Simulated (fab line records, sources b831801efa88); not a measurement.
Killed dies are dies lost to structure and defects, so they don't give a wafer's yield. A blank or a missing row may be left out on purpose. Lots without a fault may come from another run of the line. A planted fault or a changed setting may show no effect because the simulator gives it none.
fab line records | flow gf180mcu | part 1 of 2: steps 1 to 28 of 38
record lots=5 wafers=15 last_day=34
route steps=602 shown HV_LDD@214 NSD@235 PSD@248
lots that met no fault: from a run of the same line without faults
start_h: hours from the record's first day to the start of the lot's first wafer shown | wait_h: hours since the lot's step before | " the same as in the row above | L1.1+2: a row that stands for several wafers | - no value, or no start given | * or withheld: withheld | < > ~ a bound
route shown NAME@n: a module of which the file shows steps, and the number in the route of the first | usual: mean/standard deviation of fault-free wafers | same: alike in all rows | chamber/n: place in a boat | sites: the reading at each site | _std_site: their standard deviation | _edge_site: outer sites' mean less inner sites' | radius_mm: how far each site lies from the wafer's centre | mask NAME#n: copy n | behind: the tool/chamber that last shaped the wafer | hold: why the lot was held/for how many hours/how that ended | device: the transistor (n, p or np) that didn't switch | end of line: the same wafers' tests at the end of the route | a step without rows: its recipe alone | killed: dies lost to structure and defects at the first sort, not the wafer's yield | map: a wafer's dies, x killed, . not, _ none there
set.NAME: the setting as run; set.NAME@STEP: as run at that earlier step | model.NAME: the simulator's own value behind a step, which no gauge read
lots at some steps of the route; a table a step, a row a wafer
services: from which hour (start_h, from the record's first day; less than 0 if before it) a tool's chamber was out of use, for how many hours, and why
## steps
# step GF_HV_LDD_TW_MEAS_38
# usual HV_LDD_3_TW=1438/9.7
# columns lot.wafer tool chamber start_h wait_h HV_LDD_3_TW
L078.2 film_metro-03 - 286.84 0.1 1442
L078.4 " - " " 1435
L078.6 " - " " 1451
L082.1 film_metro-04 - 312.13 0.1 1421
L082.4 " - " " 1418
L082.6 " - " " 1420
L088.2 film_metro-03 - 361.34 0.1 1454
L088.3 " - " " 1453
L088.5 " - " " 1460
L092.1 film_metro-04 - 392.75 0.1 1441
L092.3 " - " " 1441
L092.4 " - " " 1440
L097.4 film_metro-03 - 443.31 0.1 1445
L097.5 " - " " 1441
L097.6 " - " " 1443
# step GF_HV_LDD_DEHYDRATE_39
# recipe temp_c=200 time_s=60
# usual heater_power_total_W=160.39/0.13
# columns lot.wafer tool chamber start_h wait_h heater_power_total_W
L078.2 litho_track-02 0 295.80 8.9 160.41
L078.4 " 0 " " 160.59
L078.6 " 0 " " 160.24
L082.1 litho_track-01 0 322.14 10.0 160.55
L082.4 " 0 " " 160.51
L082.6 " 0 " " 160.53
L088.2 litho_track-02 0 372.25 10.9 160.26
L088.3 " 0 " " 160.39
L088.5 " 0 " " 160.35
L092.1 litho_track-01 0 403.28 10.5 160.45
L092.3 " 0 " " 160.38
L092.4 " 0 " " 160.54
L097.4 litho_track-02 0 455.25 11.9 160.37
L097.5 " 0 " " 160.38
L097.6 " 0 " " 160.16
# step GF_HV_LDD_HMDS_40
# recipe prime_time_s=60 prime_temp_c=120
# columns lot.wafer tool chamber start_h wait_h
L078.2+4+6 litho_track-02 0 295.95 0.1
L082.1+4+6 litho_track-01 0 322.29 0.1
L088.2+3+5 litho_track-02 0 372.40 0.1
L092.1+3+4 litho_track-01 0 403.43 0.1
L097.4+5+6 litho_track-02 0 455.40 0.1
# step GF_HV_LDD_COAT_41
# recipe resist=NOVOLAK spin_rpm=3000 resist_thk_nm=1000
# usual spin_speed_rpm=3000.4/1.9
# columns lot.wafer tool chamber start_h wait_h spin_speed_rpm
L078.2 litho_track-02 0 296.10 0.1 3002.9
L078.4 " 0 " " 3002.6
L078.6 " 0 " " 3000.3
L082.1 litho_track-01 0 322.44 0.1 3002.3
L082.4 " 0 " " 3000.8
L082.6 " 0 " " 2998.6
L088.2 litho_track-02 0 372.55 0.1 3002.7
L088.3 " 0 " " 3000.7
L088.5 " 0 " " 3002.7
L092.1 litho_track-01 0 403.58 0.1 3000.7
L092.3 " 0 " " 3004.6
L092.4 " 0 " " 3000.0
L097.4 litho_track-02 0 455.55 0.1 2998.5
L097.5 " 0 " " 2999.6
L097.6 " 0 " " 2998.1
# step GF_HV_LDD_SOFTBAKE_42
# recipe temp_c=90 time_s=60 resist=NOVOLAK
# usual heater_power_total_W=56.60/0.043
# columns lot.wafer tool chamber start_h wait_h heater_power_total_W
L078.2 litho_track-02 0 296.25 0.1 56.60
L078.4 " 0 " " 56.57
L078.6 " 0 " " 56.62
L082.1 litho_track-01 0 322.59 0.1 56.57
L082.4 " 0 " " 56.69
L082.6 " 0 " " 56.51
L088.2 litho_track-02 0 372.70 0.1 56.59
L088.3 " 0 " " 56.62
L088.5 " 0 " " 56.62
L092.1 litho_track-01 0 403.73 0.1 56.60
L092.3 " 0 " " 56.63
L092.4 " 0 " " 56.67
L097.4 litho_track-02 0 455.70 0.1 56.59
L097.5 " 0 " " 56.55
L097.6 " 0 " " 56.64
# step GF_HV_LDD_EXPOSE_43
# recipe mask_id=Pplus_HV_AREA target_cd_nm=400 na=0.6 source_shape=conventional sigma_outer=0.6 dose_mj=140
# columns lot.wafer tool chamber start_h wait_h mask
L078.2+4+6 iline_stepper-02 0 - - Pplus_HV_AREA#0
L082.1+4+6 iline_stepper-02 0 - - Pplus_HV_AREA#0
L088.2+3+5 iline_stepper-01 0 - - Pplus_HV_AREA#0
L092.1+3+4 iline_stepper-01 0 - - Pplus_HV_AREA#0
L097.4+5+6 iline_stepper-01 0 - - Pplus_HV_AREA#0
# step GF_HV_LDD_PEB_44
# recipe temp_c=withheld time_s=* resist=NOVOLAK
# columns lot.wafer tool chamber start_h wait_h
L078.2+4+6 litho_track-01 0 - -
L082.1+4+6 litho_track-04 0 - -
L088.2+3+5 litho_track-04 0 - -
L092.1+3+4 litho_track-04 0 - -
L097.4+5+6 litho_track-01 0 - -
# step GF_HV_LDD_DEVELOP_45
# recipe develop_time_s=60 dev_temp_c=23
# columns lot.wafer tool chamber start_h wait_h
L078.2+4+6 litho_track-01 0 306.36 0.1
L082.1+4+6 litho_track-04 0 332.80 0.1
L088.2+3+5 litho_track-04 0 382.52 0.1
L092.1+3+4 litho_track-04 0 415.30 0.1
L097.4+5+6 litho_track-01 0 467.66 0.1
# step GF_HV_LDD_CD_MEAS_46
# recipe target_cd_nm=400
# usual cd_nm=399.8/2.2
# columns lot.wafer tool chamber start_h wait_h cd_nm
L078.2 cd_sem-02 - 306.51 0.1 396.3
L078.4 " - " " 395.6
L078.6 " - " " 396.9
L082.1 cd_sem-02 - 332.95 0.1 403.7
L082.4 " - " " 401.7
L082.6 " - " " 402.6
L088.2 cd_sem-01 - 382.67 0.1 401.3
L088.3 " - " " 401.1
L088.5 " - " " 401.9
L092.1 cd_sem-02 - 415.45 0.1 404.1
L092.3 " - " " 402.5
L092.4 " - " " 402.8
L097.4 cd_sem-01 - 467.79 0.1 402.9
L097.5 " - " " 402.3
L097.6 " - " " 401.5
# step GF_HV_LDD_OVL_MEAS_47
# usual HV_LDD_03_OVL=0.5/1.5
# columns lot.wafer tool chamber start_h wait_h HV_LDD_03_OVL[nm]
L078.2 overlay-02 - 306.61 0.1 2.4
L078.4 " - " " 3.2
L078.6 " - " " 4.6
L082.1 overlay-02 - 333.07 0.1 0.9
L082.4 " - " " -0.8
L082.6 " - " " -0.2
L088.2 overlay-02 - 382.77 0.1 0.4
L088.3 " - " " -0.6
L088.5 " - " " -0.4
L092.1 overlay-01 - 415.57 0.1 0.9
L092.3 " - " " -0.2
L092.4 " - " " -1.3
L097.4 overlay-01 - 467.87 0.1 2.5
L097.5 " - " " 0.9
L097.6 " - " " 3.6
# step GF_HV_LDD_IMPLANT_48
# recipe species=B energy_kev=25 dose_cm2=3e+13 tilt_deg=7
# usual faraday_current_uA=169/3.6
# columns lot.wafer tool chamber start_h wait_h faraday_current_uA
L078.2 implanter-02 0 306.67 0.0 171
L078.4 " 0 " " 169
L078.6 " 0 " " 167
L082.1 implanter-01 0 333.10 0.0 170
L082.4 " 0 " " 166
L082.6 " 0 " " 170
L088.2 implanter-02 0 382.83 0.0 175
L088.3 " 0 " " 170
L088.5 " 0 " " 166
L092.1 implanter-01 0 415.60 0.0 167
L092.3 " 0 " " 173
L092.4 " 0 " " 172
L097.4 implanter-02 0 467.96 0.1 165
L097.5 " 0 " " 166
L097.6 " 0 " " 171
# step GF_HV_LDD_STRIP_49
# recipe chemistry=O2/N2 power_w=1400 pressure_mtorr=1500 platen_temp_c=250 o2_flow_sccm=3000 n2_flow_sccm=300 overash_fraction=0.5
# usual drypump_motor_current_A=5.7/0.39 heater_power_w=318/34 oes_product_au=0.716/0.0043 platen_temp_c=250.01/0.18 strip_time_to_endpoint_s=12.65/0.035
# same overash_fraction=0.5
# columns lot.wafer tool chamber start_h wait_h drypump_motor_current_A heater_power_w oes_product_au platen_temp_c rf_hours_counter_h strip_time_to_endpoint_s
L078.2 plasma_asher-01 1 306.79 0.1 5.8 321 0.717 250.42 56 12.64
L078.4 " 1 " " 5.7 314 0.717 250.15 - 12.69
L078.6 " 1 " " 5.8 327 0.708 250.06 - 12.63
L082.1 plasma_asher-01 0 333.25 0.1 5.5 345 0.710 249.76 59 12.67
L082.4 " 1 " " 5.8 311 0.717 250.03 - 12.68
L082.6 " 0 " " 5.6 356 0.715 249.78 - 12.66
L088.2 plasma_asher-01 0 382.95 0.1 5.5 357 0.710 250.23 64 12.66
L088.3 " 1 " " 5.8 313 0.706 249.92 - 12.65
L088.5 " 0 " " 5.5 352 0.715 250.08 - 12.62
L092.1 plasma_asher-01 0 415.75 0.1 5.5 352 0.715 250.08 68 12.64
L092.3 " 0 " " 5.5 354 0.720 250.26 - 12.68
L092.4 " 1 " " 5.8 310 0.718 249.85 - 12.66
L097.4 plasma_asher-01 0 468.07 0.1 5.6 358 0.717 249.87 - 12.66
L097.5 " 1 " " 5.8 314 0.711 249.90 - 12.61
L097.6 " 0 " " 5.5 355 0.718 250.03 - 12.63
# step GF_HV_LDD_TW_MEAS_50
# usual HV_LDD_4_TW=570/3.5
# columns lot.wafer tool chamber start_h wait_h HV_LDD_4_TW
L078.2 film_metro-02 - 306.90 0.1 570
L078.4 " - " " 569
L078.6 " - " " 571
L082.1 film_metro-04 - 333.35 0.1 566
L082.4 " - " " 564
L082.6 " - " " 562
L088.2 film_metro-03 - 383.06 0.1 571
L088.3 " - " " 572
L088.5 " - " " 576
L092.1 film_metro-02 - 415.85 0.1 575
L092.3 " - " " 573
L092.4 " - " " 573
L097.4 film_metro-04 - 468.17 0.1 565
L097.5 " - " " 565
L097.6 " - " " 564
# step GF_HV_LDD_CLEAN_51
# recipe chemistry=SC1/SC2 mix=1:4:20 temp_c=70 time_s=150 dry=n2_spin
# columns lot.wafer tool chamber start_h wait_h
L078.2+4+6 wet_bench-01 3 306.95 0.0
L082.1+4+6 wet_bench-01 0 333.41 0.1
L088.2+3+5 wet_bench-03 2 383.11 0.0
L092.1+3+4 wet_bench-01 2 415.91 0.1
L097.4+5+6 wet_bench-02 2 468.20 0.0
# step GF_HV_LDD_RTA_52
# recipe temp_c=1000 time_s=10 ambient=N2
# usual lamp_power_pct=33.8/1.5 wafer_temp_C_max=1005.2/1
# columns lot.wafer tool chamber start_h wait_h lamp_power_pct wafer_temp_C_max
L078.2 rtp_anneal-01 0 307.01 0.0 32.2 1005.0
L078.4 " 0 " " 32.2 1005.9
L078.6 " 0 " " 32.2 1004.1
L082.1 rtp_anneal-02 0 333.47 0.0 35.3 1005.5
L082.4 " 0 " " 35.3 1004.1
L082.6 " 0 " " 35.3 1003.3
L088.2 rtp_anneal-01 0 383.18 0.0 32.2 1005.2
L088.3 " 0 " " 32.2 1005.1
L088.5 " 0 " " 32.2 1006.4
L092.1 rtp_anneal-01 0 415.97 0.0 32.2 1005.4
L092.3 " 0 " " 32.2 1004.8
L092.4 " 0 " " 32.2 1007.5
L097.4 rtp_anneal-01 0 468.29 0.0 32.2 1004.8
L097.5 " 0 " " 32.2 1005.7
L097.6 " 0 " " 32.1 1005.3
# step GF_HV_LDD_RS_MEAS_53
# recipe thk_meas_gauge=four-point-probe
# usual HV_LDD_RS=418.5/0.86
# columns lot.wafer tool chamber start_h wait_h HV_LDD_RS[ohm/sq]
L078.2 film_metro-03 - 307.09 0.1 419.2
L078.4 " - " " 418.6
L078.6 " - " " 419.0
L082.1 film_metro-02 - 333.53 0.1 418.1
L082.4 " - " " 418.3
L082.6 " - " " 418.0
L088.2 film_metro-03 - 383.25 0.1 418.0
L088.3 " - " " 416.4
L088.5 " - " " 417.4
L092.1 film_metro-03 - 416.03 0.1 417.8
L092.3 " - " " 417.8
L092.4 " - " " 418.9
L097.4 film_metro-04 - 468.38 0.1 418.6
L097.5 " - " " 417.6
L097.6 " - " " 418.5
# step GF_HV_LDD_CVD_54
# recipe material=SiO2 target_thk_nm=10 precursor=TEOS temp_c=680 time_s=75 pressure_mtorr=400
# usual pressure_mtorr=400.0/0.79 susceptor_temp_C=680.0/0.31
# columns lot.wafer tool chamber start_h wait_h pressure_mtorr susceptor_temp_C
L078.2 lpcvd-02 1 307.19 0.1 400.0 680.2
L078.4 " 1 " " 400.5 680.0
L078.6 " 1 " " 401.0 679.8
L082.1 lpcvd-02 1 333.65 0.1 399.9 680.2
L082.4 " 1 " " 400.3 679.8
L082.6 " 1 " " 399.0 680.0
L088.2 lpcvd-02 1 383.35 0.1 399.0 679.3
L088.3 " 1 " " 399.1 679.3
L088.5 " 1 " " 399.6 680.1
L092.1 lpcvd-01 0 416.15 0.1 399.6 679.7
L092.3 " 0 " " 398.6 680.1
L092.4 " 0 " " 400.5 679.9
L097.4 lpcvd-02 1 468.44 0.0 400.0 680.0
L097.5 " 1 " " 399.1 679.9
L097.6 " 1 " " 399.8 680.0
# step GF_HV_LDD_THK_MEAS_55
# recipe reads=SiO2_of_HV_LDD_CVD_54
# usual HV_LDD_CVD_54_THK=10.00/0.13
# columns lot.wafer tool chamber start_h wait_h HV_LDD_CVD_54_THK[nm]
L078.2 film_metro-03 - 308.22 0.0 10.00
L078.4 " - " " 9.98
L078.6 " - " " 9.86
L082.1 film_metro-03 - 334.67 0.0 10.12
L082.4 " - " " 10.21
L082.6 " - " " 10.05
L088.2 film_metro-04 - 384.38 0.0 9.93
L088.3 " - " " 10.01
L088.5 " - " " 9.96
L092.1 film_metro-03 - 417.68 0.0 10.23
L092.3 " - " " 10.08
L092.4 " - " " 10.18
L097.4 film_metro-04 - 469.49 0.0 9.98
L097.5 " - " " 9.99
L097.6 " - " " 9.97
# step GF_HV_LDD_CVD_56
# recipe material=Si3N4 precursor=DCS/NH3 target_thk_nm=90 temp_c=770 time_s=1543 pressure_mtorr=250
# usual pressure_mtorr=250.0/0.47 susceptor_temp_C=770.0/0.36
# columns lot.wafer tool chamber start_h wait_h pressure_mtorr susceptor_temp_C
L078.2 lpcvd-02 1 308.27 0.0 249.9 770.1
L078.4 " 1 " " 250.3 770.7
L078.6 " 1 " " 250.1 770.1
L082.1 lpcvd-02 0 334.73 0.1 249.8 770.1
L082.4 " 0 " " 250.1 770.0
L082.6 " 0 " " 250.3 770.5
L088.2 lpcvd-02 1 384.43 0.0 250.2 769.6
L088.3 " 1 " " 250.5 770.3
L088.5 " 1 " " 249.7 769.9
L092.1 lpcvd-01 1 417.74 0.1 249.3 769.6
L092.3 " 1 " " 249.7 769.7
L092.4 " 1 " " 249.8 769.8
L097.4 lpcvd-01 0 469.52 0.0 250.0 770.3
L097.5 " 0 " " 250.5 770.3
L097.6 " 0 " " 250.4 770.5
# step GF_HV_LDD_THK_MEAS_57
# recipe reads=Si3N4_of_HV_LDD_CVD_56
# usual HV_LDD_CVD_56_THK=89.9/0.87
# columns lot.wafer tool chamber start_h wait_h HV_LDD_CVD_56_THK[nm]
L078.2 film_metro-03 - 309.71 0.0 89.9
L078.4 " - " " 90.0
L078.6 " - " " 90.3
L082.1 film_metro-03 - 336.16 0.0 89.6
L082.4 " - " " 90.4
L082.6 " - " " 90.4
L088.2 film_metro-03 - 385.87 0.0 92.4
L088.3 " - " " 91.3
L088.5 " - " " 91.8
L092.1 film_metro-03 - 419.89 0.0 90.4
L092.3 " - " " 90.1
L092.4 " - " " 90.1
L097.4 film_metro-02 - 470.98 0.0 89.4
L097.5 " - " " 90.6
L097.6 " - " " 89.4
# step GF_HV_LDD_ETCHBACK_58
# recipe chemistry=CH3F/O2 target=Si3N4 stop_on=SiO2 source_w=400 bias_w=80 pressure_mtorr=25 ch3f_flow_sccm=40 O2_flow_sccm=30 time_s=100 target_depth_a=900
# usual drypump_motor_current_A=5.8/0.36 oes_product_au=0.842/0.0067 rf_fwd_power_W=397.7/1.4 throttle_valve_pct=10.560/0.0092
# columns lot.wafer tool chamber start_h wait_h drypump_motor_current_A oes_product_au rf_fwd_power_W rf_hours_counter_h throttle_valve_pct
L078.2 rie_diel-02 0 309.76 0.0 5.7 0.844 396.4 55 10.543
L078.4 " 3 " " 6.3 0.847 399.4 24 10.558
L078.6 " 0 " " 5.7 0.844 395.5 - 10.563
L082.1 rie_diel-01 0 336.22 0.1 5.1 0.839 396.4 91 10.548
L082.4 " 3 " " 5.4 0.843 398.4 - 10.555
L082.6 " 0 " " 5.1 0.846 397.8 - 10.571
L088.2 rie_diel-03 3 385.92 0.0 6.0 0.849 398.3 6 10.556
L088.3 " 2 " " 5.5 0.850 397.4 22 10.576
L088.5 " 3 " " 6.0 0.850 398.2 - 10.562
L092.1 rie_diel-03 2 419.95 0.1 5.5 0.847 395.4 23 10.563
L092.3 " 1 " " 6.5 0.846 397.7 9 10.576
L092.4 " 3 " " 6.0 0.846 398.9 6 10.560
L097.4 rie_diel-01 3 471.01 0.0 5.4 0.831 396.9 37 10.559
L097.5 " 2 " " 5.7 0.842 398.3 - 10.567
L097.6 " 1 " " 5.6 0.842 397.1 - 10.556
# step GF_NSD_DEHYDRATE_00
# recipe temp_c=200 time_s=60
# usual heater_power_total_W=160.39/0.13
# columns lot.wafer tool chamber start_h wait_h heater_power_total_W
L078.2 litho_track-02 0 320.00 10.2 160.56
L078.4 " 0 " " 160.56
L078.6 " 0 " " 160.49
L082.1 litho_track-04 0 346.60 10.3 160.28
L082.4 " 0 " " 160.47
L082.6 " 0 " " 160.32
L088.2 litho_track-04 0 396.92 11.0 160.27
L088.3 " 0 " " 160.53
L088.5 " 0 " " 160.31
L092.1 litho_track-03 0 431.48 11.5 160.31
L092.3 " 0 " " 160.23
L092.4 " 0 " " 160.58
L097.4 litho_track-04 0 482.67 11.6 160.39
L097.5 " 0 " " 160.19
L097.6 " 0 " " 160.35
# step GF_NSD_HMDS_01
# recipe prime_time_s=60 prime_temp_c=120
# columns lot.wafer tool chamber start_h wait_h
L078.2+4+6 litho_track-02 0 320.15 0.1
L082.1+4+6 litho_track-04 0 346.75 0.1
L088.2+3+5 litho_track-04 0 397.07 0.1
L092.1+3+4 litho_track-03 0 431.63 0.1
L097.4+5+6 litho_track-04 0 482.82 0.1
# step GF_NSD_COAT_02
# recipe resist=NOVOLAK spin_rpm=3000 resist_thk_nm=1000
# usual spin_speed_rpm=3000.1/1.9
# columns lot.wafer tool chamber start_h wait_h spin_speed_rpm
L078.2 litho_track-02 0 320.30 0.1 3001.8
L078.4 " 0 " " 3000.5
L078.6 " 0 " " 3001.5
L082.1 litho_track-04 0 346.90 0.1 3000.2
L082.4 " 0 " " 3001.2
L082.6 " 0 " " 3002.3
L088.2 litho_track-04 0 397.22 0.1 3004.5
L088.3 " 0 " " 3000.0
L088.5 " 0 " " 2999.9
L092.1 litho_track-03 0 431.78 0.1 3003.1
L092.3 " 0 " " 2999.5
L092.4 " 0 " " 3001.3
L097.4 litho_track-04 0 482.97 0.1 3001.2
L097.5 " 0 " " 2998.5
L097.6 " 0 " " 3001.3
# step GF_NSD_SOFTBAKE_03
# recipe temp_c=90 time_s=60 resist=NOVOLAK
# usual heater_power_total_W=56.60/0.048
# columns lot.wafer tool chamber start_h wait_h heater_power_total_W
L078.2 litho_track-02 0 320.45 0.1 56.57
L078.4 " 0 " " 56.52
L078.6 " 0 " " 56.55
L082.1 litho_track-04 0 347.05 0.1 56.64
L082.4 " 0 " " 56.66
L082.6 " 0 " " 56.60
L088.2 litho_track-04 0 397.37 0.1 56.51
L088.3 " 0 " " 56.68
L088.5 " 0 " " 56.61
L092.1 litho_track-03 0 431.93 0.1 56.59
L092.3 " 0 " " 56.66
L092.4 " 0 " " 56.62
L097.4 litho_track-04 0 483.12 0.1 56.56
L097.5 " 0 " " 56.57
L097.6 " 0 " " 56.64
# step GF_NSD_EXPOSE_04
# recipe mask_id=Nplus target_cd_nm=400 na=0.6 source_shape=conventional sigma_outer=0.6 dose_mj=140
# columns lot.wafer tool chamber start_h wait_h mask
L078.2+4+6 iline_stepper-02 0 - - Nplus#0
L082.1+4+6 iline_stepper-02 0 - - Nplus#0
L088.2+3+5 iline_stepper-01 0 - - Nplus#0
L092.1+3+4 iline_stepper-01 0 - - Nplus#0
L097.4+5+6 iline_stepper-02 0 - - Nplus#0
# step GF_NSD_PEB_05
# recipe temp_c=withheld time_s=* resist=NOVOLAK
# columns lot.wafer tool chamber start_h wait_h
L078.2+4+6 litho_track-03 0 - -
L082.1+4+6 litho_track-03 0 - -
L088.2+3+5 litho_track-03 0 - -
L092.1+3+4 litho_track-04 0 - -
L097.4+5+6 litho_track-03 0 - -
# step GF_NSD_DEVELOP_06
# recipe develop_time_s=60 dev_temp_c=23
# columns lot.wafer tool chamber start_h wait_h
L078.2+4+6 litho_track-03 0 330.80 0.1
L082.1+4+6 litho_track-03 0 357.48 0.1
L088.2+3+5 litho_track-03 0 408.60 0.1
L092.1+3+4 litho_track-04 0 443.35 0.1
L097.4+5+6 litho_track-03 0 494.70 0.1
